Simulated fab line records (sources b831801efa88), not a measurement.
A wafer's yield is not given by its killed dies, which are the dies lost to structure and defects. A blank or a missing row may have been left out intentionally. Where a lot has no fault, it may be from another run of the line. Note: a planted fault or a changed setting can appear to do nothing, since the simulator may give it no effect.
A lot that was struck, set against a sound lot + flow sky130 + 17 out of 708 route steps
Sound: wafers L913.4, L913.5, L913.6. Wafers L931.3, L931.4, L931.5 were the ones struck. At the end, the cause is stated.
Each step with rows lists, per side, the tool, then ch with its chambers, then its first start. Under that, the readings that differ: sound wafers + struck wafers + difference of the means + sigmas: that difference in standard deviations of wafers without a fault.
alike: a reading whose means differ by less than 2 such deviations, as well as words and numbers matching on both sides. not compared: withheld readings; readings where some wafer has no value; bounds like >300 that might hide an equal value; numbers whose values overlap and for which the record gives no deviation.
Wherever a step has rows on one side only, a row that says differs or no value, or a row with sigmas, the two part there. Non-overlapping numbers with no deviation appear without sigmas and do not part them. A reading that every wafer of one side lacks parts them only if that side has two wafers or more.

SKY_METAL1_THK_MEAS_06: measures by xrf.
  struck on filmMetro-01, day 37 15:16; sound on filmMetro-04, day 32 06:11
  alike: METAL1_ALCU_THK
then, 8 steps without rows for these wafers: SKY_METAL1_DEHYDRATE_07 (time 60 s); SKY_METAL1_HMDS_08 (prime time 60 s); SKY_METAL1_COAT_09 (resist thk 60 nm); SKY_METAL1_COAT_10 (resist thk 450 nm); SKY_METAL1_SOFTBAKE_11 (time 90 s); SKY_METAL1_EXPOSE_12 (exposes mask MM1, target cd 140 nm); SKY_METAL1_PEB_13; SKY_METAL1_DEVELOP_14 (develop time 60 s).
SKY_METAL1_CD_MEAS_15: target cd 140 nm.
  struck on cdSem-02, day 38 16:12; sound on cdSem-02, day 33 08:32
| reading   | sound             | struck            | difference | sigmas |
|-----------|-------------------|-------------------|------------|--------|
| cdNm (nm) | 142.7 143.5 141.8 | 136.5 138.4 137.7 | -5.1       | -3     |
SKY_METAL1_OVL_MEAS_16:
  struck on overlay-01, day 38 16:17; sound on overlay-01, day 33 08:37
  alike: METAL1_OVL
SKY_METAL1_DESCUM_17: chemistry O2, time 8 s.
  sound on rieMetal-03 ch 1, day 33 08:40; struck on rieMetal-01 ch 0,1, day 38 16:19
  alike: drypumpMotorCurrentA, oesProductAu
  not compared: rfHoursCounterH
SKY_METAL1_ETCH_18: etches BARC in N2/H2, stops on SiO2, time 45.9 s, target depth 60 nm.
  sound on rieMetal-03 ch 1, day 33 08:46; struck on rieMetal-01 ch 0,1, day 38 16:22
| reading                                      | sound             | struck            | difference | sigmas |
|----------------------------------------------|-------------------|-------------------|------------|--------|
| oesProductAu (a.u.)                          | 0.850 0.856 0.860 | 0.793 0.816 0.818 | -0.046     | -10    |
| model.KrF-thick_of_METAL1_COAT_10.thkNm (nm) | 392.7 393.2 392.7 | 406 406.7 405.8   | +13        |        |
| model.etch.depthNm (nm)                      | 59.83 59.91 59.88 | 53.45 54.9 55.19  | -5.36      |        |
  alike: drypumpMotorCurrentA, throttleValvePct
  not compared: rfHoursCounterH, model.METAL1.cdNm
SKY_METAL1_METAL_ETCH_19: etches the open film in Cl2/BCl3, stops on SiO2, target depth 360 nm, time 78 s.
  sound on rieMetal-03 ch 1, day 33 08:55; struck on rieMetal-01 ch 0,1, day 38 16:26
| reading                                      | sound           | struck          | difference | sigmas |
|----------------------------------------------|-----------------|-----------------|------------|--------|
| model.KrF-thick_of_METAL1_COAT_10.thkNm (nm) | 157.1 159 158.4 | 177.1 168.3 169 | +13.3      |        |
  alike: drypumpMotorCurrentA, oesProductAu, throttleValvePct
  not compared: rfHoursCounterH
SKY_METAL1_STRIP_20: strips in O2/N2.
  sound on plasmaAsher-04 ch 0,1, day 33 09:02; struck on plasmaAsher-04 ch 0,1, day 38 16:32
| reading                  | sound          | struck         | difference | sigmas |
|--------------------------|----------------|----------------|------------|--------|
| stripTimeToEndpointS (s) | 2.67 2.70 2.70 | 2.87 2.81 2.80 | +0.14      | +3     |
  alike: drypumpMotorCurrentA, oesProductAu
  not compared: rfHoursCounterH
then, 1 step without rows for these wafers: SKY_METAL1_STRIP_21 (strips in post etch residue remover, time 1200 s).
-- the record jumps here: 11 days lie between the struck wafers' starts before and after (it left off in module METAL1 and takes up again in module PAD_OPEN, whose first step shown is number 708 of the route) --
SKY_PAD_OPEN_PROBE_99:
  struck on prober-01, day 50 02:29; sound on prober-02, day 46 04:12
| reading                               | sound                | struck                        | difference | sigmas |
|---------------------------------------|----------------------|-------------------------------|------------|--------|
| model.etest.tester.sortNPass          | 416 412 408          | 289 341 361                   | -82        |        |
| model.etest.tester.sortYieldPct (%)   | 84.55 83.74 82.93    | 58.74 69.31 73.37             | -16.60     |        |
| model.etest.tester.sort_bin_3_pct (%) | 0.6098 0.813 0.813   | 27.44 10.37 9.35              | +14.97     |        |
| model.etest.met1Comb.leakLog10AUm     | -11.99 -12.01 -12.05 | -7.542 -8.521 -8.983          | +3.668     |        |
| model.etest.tester.sort_bin_8_pct (%) | 0 0 0                | 1.728e-08 1.134e-07 5.307e-07 | +2.205e-07 |        |
  alike: defectLimitedYield, killed_at_M0_to_M3, killed_at_M4_up, killedAtContacts, killedAtFrontEnd, killedAtOther, killedDies, killedOpen, killedShort, model.etest.tester.sort_bin_4_pct

## WHERE THEY PART
First at SKY_METAL1_CD_MEAS_15; last, within this record, at SKY_METAL1_STRIP_20. Later steps at which nothing parts them and some readings are alike: SKY_PAD_OPEN_PROBE_99.

WHY: whatever the simulator had introduced
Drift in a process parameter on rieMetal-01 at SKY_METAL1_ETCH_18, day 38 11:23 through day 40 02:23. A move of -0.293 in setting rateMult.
